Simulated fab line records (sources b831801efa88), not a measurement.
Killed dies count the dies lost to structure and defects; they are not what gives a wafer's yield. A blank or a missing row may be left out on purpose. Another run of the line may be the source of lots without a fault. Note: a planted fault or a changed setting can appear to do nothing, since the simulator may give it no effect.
Which tool is to blame?	flow sky130	33 wafers from 11 lots sampled at 6 of the route's 708 steps

## WHAT EACH GAUGE READ, for each wafer
SKY_SD_N_OVL_MEAS_08.
lot	measured	on	SD_N_OVL (nm)
L581	day 28 03:14	overlay-01	-1.4 -1.1 0.4
L583	day 28 21:56	overlay-01	-0.8 0.7 -0.3
L584	day 30 05:53	overlay-01	-1.7 -0.3 -1.8
L587	day 30 06:11	overlay-01	0.0 -1.0 -0.1
L588	day 30 15:48	overlay-01	-1.0 -0.3 0.1
L589	day 31 02:42	overlay-01	-0.8 -1.2 -0.1
L590	day 31 11:05	overlay-02	-0.3 -0.5 0.5
L600	day 34 15:31	overlay-01	-0.8 -2.0 -0.1
L601	day 34 19:32	overlay-01	-3.3 -1.7 -1.0
L602	day 35 00:49	overlay-01	-2.2 -2.0 -1.0
L603	day 35 09:02	overlay-02	-1.2 -1.2 0.0

SKY_LI_CONTACT_THK_MEAS_01.
lot	measured	on	LI_CONTACT_HDPCVD_THK (nm)
L581	day 28 04:26	film metro-02	921 931 931
L583	day 28 23:10	film metro-02	935 930 931
L584	day 30 07:05	film metro-01	927 928 937
L587	day 30 07:26	film metro-02	911 917 925
L588	day 30 17:00	film metro-01	1039 925 1039
L589	day 31 03:55	film metro-02	1047 928 1046
L590	day 31 12:17	film metro-01	927 1034 918
L600	day 34 16:42	film metro-01	931 940 924
L601	day 34 20:45	film metro-02	924 908 928
L602	day 35 02:00	film metro-02	918 918 927
L603	day 35 10:15	film metro-02	940 938 931

SKY_LI_CONTACT_RS_MEAS_22: measures by four-point-probe.
lot	measured	on	LI_CONTACT_W_RS (ohm/sq)
L581	day 29 09:21	film metro-01	0.2869 0.2869 0.2881
L583	day 30 03:56	film metro-03	0.2901 0.2860 0.2867
L584	day 31 12:18	film metro-03	0.2885 0.2880 0.2829
L587	day 31 13:05	film metro-02	0.2838 0.2847 0.2848
L588	day 31 22:03	film metro-03	0.2854 0.2849 0.2895
L589	day 32 08:29	film metro-03	0.2824 0.2805 0.2864
L590	day 32 17:08	film metro-02	0.2847 0.2840 0.2823
L600	day 35 20:26	film metro-01	0.2840 0.2858 0.2840
L601	day 36 00:02	film metro-03	0.2860 0.2855 0.2847
L602	day 36 05:54	film metro-02	0.2830 0.2800 0.2826
L603	day 36 13:21	film metro-03	0.2848 0.2867 0.2850

## EACH LOT AND THE TOOL THAT RAN IT (in order: tool; ch and the chambers of the sampled wafers; start)
lot	SKY_SD_N_RTA_14	SKY_LI_CONTACT_HDPCVD_00	SKY_LI_CONTACT_CMP_02
L581	rtp anneal-01 ch 0, day 28 03:47	hdpcvd-01 ch 1,2, day 28 04:19	cmp-02 ch 0,1, day 28 04:29
L583	rtp anneal-02 ch 0, day 28 22:30	hdpcvd-02 ch 1,2, day 28 23:03	cmp-02 ch 2,3, day 28 23:16
L584	rtp anneal-01 ch 0, day 30 06:26	hdpcvd-02 ch 0,1,2, day 30 06:58	cmp-02 ch 1,3, day 30 07:08
L587	rtp anneal-01 ch 0, day 30 06:44	hdpcvd-01 ch 0,1,2, day 30 07:18	cmp-01 ch 1,2,3, day 30 07:40
L588	rtp anneal-01 ch 0, day 30 16:21	hdpcvd-02 ch 0,2, day 30 16:53	cmp-02 ch 1,2,3, day 30 17:06
L589	rtp anneal-02 ch 0, day 31 03:15	hdpcvd-02 ch 0,2, day 31 03:48	cmp-02 ch 1,2, day 31 04:12
L590	rtp anneal-01 ch 0, day 31 11:37	hdpcvd-02 ch 0,1,2, day 31 12:10	cmp-02 ch 1,2, day 31 12:23
L600	rtp anneal-02 ch 0, day 34 16:03	hdpcvd-02 ch 0,1,2, day 34 16:36	cmp-01 ch 1,2, day 34 16:46
L601	rtp anneal-02 ch 0, day 34 20:05	hdpcvd-01 ch 1,2, day 34 20:38	cmp-01 ch 0,1, day 34 20:50
L602	rtp anneal-01 ch 0, day 35 01:21	hdpcvd-02 ch 0,1,2, day 35 01:54	cmp-01 ch 1,2,3, day 35 02:04
L603	rtp anneal-02 ch 0, day 35 09:35	hdpcvd-02 ch 0,1, day 35 10:08	cmp-01 ch 2,3, day 35 10:19
- SKY_SD_N_RTA_14: time 2 s.
- SKY_LI_CONTACT_HDPCVD_00: deposits PSG, target thk 930 nm, time 155 s.
- SKY_LI_CONTACT_CMP_02: polishes PSG.

## AS READ BY THE TOOLS THEMSELVES (means over the sampled wafers that have a number; for cases with no such wafer, the mark the record gives instead)
SKY_SD_N_RTA_14.
lot	tool	anneal temp c max	lamp power pct (%)	ramp up c per s	wafer_temp_C_max
L581	rtp anneal-01	1081.1	15.71	149.97	1077.9
L583	rtp anneal-02	1082.2	15.72	150.01	1078.4
L584	rtp anneal-01	1080.9	15.74	149.99	1079.3
L587	rtp anneal-01	1081.0	15.75	149.98	1077.3
L588	rtp anneal-01	1080.2	15.72	150.00	1077.4
L589	rtp anneal-02	1080.4	15.74	150.02	1077.6
L590	rtp anneal-01	1081.1	15.76	149.98	1078.4
L600	rtp anneal-02	1082.1	15.76	150.02	1076.9
L601	rtp anneal-02	1080.9	15.78	150.00	1078.7
L602	rtp anneal-01	1081.1	15.74	150.00	1078.1
L603	rtp anneal-02	1081.1	15.76	149.99	1077.6

SKY_LI_CONTACT_HDPCVD_00.
lot	tool	run length s (s)
L581	hdpcvd-01	182.1
L583	hdpcvd-02	183.5
L584	hdpcvd-02	183.6
L587	hdpcvd-01	182.7
L588	hdpcvd-02	195.8
L589	hdpcvd-02	195.5
L590	hdpcvd-02	189.9
L600	hdpcvd-02	183.7
L601	hdpcvd-01	182.2
L602	hdpcvd-02	183.4
L603	hdpcvd-02	183.4

SKY_LI_CONTACT_CMP_02.
lot	tool	motor current A (A)	time to endpoint s (s)
L581	cmp-02	13.0	35.0
L583	cmp-02	11.9	32.7
L584	cmp-02	12.9	36.1
L587	cmp-01	11.6	29.6
L588	cmp-02	12.2	41.6
L589	cmp-02	12.7	39.5
L590	cmp-02	12.4	34.3
L600	cmp-01	10.6	28.9
L601	cmp-01	11.5	29.4
L602	cmp-01	11.7	31.1
L603	cmp-01	11.3	32.6

## THE ANSWER, worked out from the rows above alone
Rule: the usual values come from the lots themselves. Put in order of their means at a reading, lots are off if they are a third of the lots or fewer, leave a main group of 4 or more, and stand apart from it by a gap of 3 or more times the standard deviation of the main group's means; of several such gaps the widest counts. A main group whose means are all the same, to the digits that the tables above print for the reading, isn't used. Also off: a lot with no number at a reading for which 4 or more lots have one. All remaining lots with rows at the step are treated as sound. After the gauges, taken in route order, come the tools' own readings; for these a lot's mean is taken, as printed above. At the first step where some lot is off, the reading lying furthest off is the one used; lots without a number count as furthest.
Off: L588, L589, L590, seen at SKY_LI_CONTACT_THK_MEAS_01 (LI_CONTACT_HDPCVD_THK). For the main group the mean is 927 nm and the standard deviation 6.3.
A tool fits if, at a process step before that reading, it ran every lot that is off, and no sound lot after the first of them. The gauges at SKY_LI_CONTACT_THK_MEAS_01 aren't tried: what is off there is off at SKY_LI_CONTACT_HDPCVD_00 too, on other tools, and a gauge's error can't cause that. Not one of the candidates tried fits.

## WHAT WAS PUT IN BY THE SIMULATOR
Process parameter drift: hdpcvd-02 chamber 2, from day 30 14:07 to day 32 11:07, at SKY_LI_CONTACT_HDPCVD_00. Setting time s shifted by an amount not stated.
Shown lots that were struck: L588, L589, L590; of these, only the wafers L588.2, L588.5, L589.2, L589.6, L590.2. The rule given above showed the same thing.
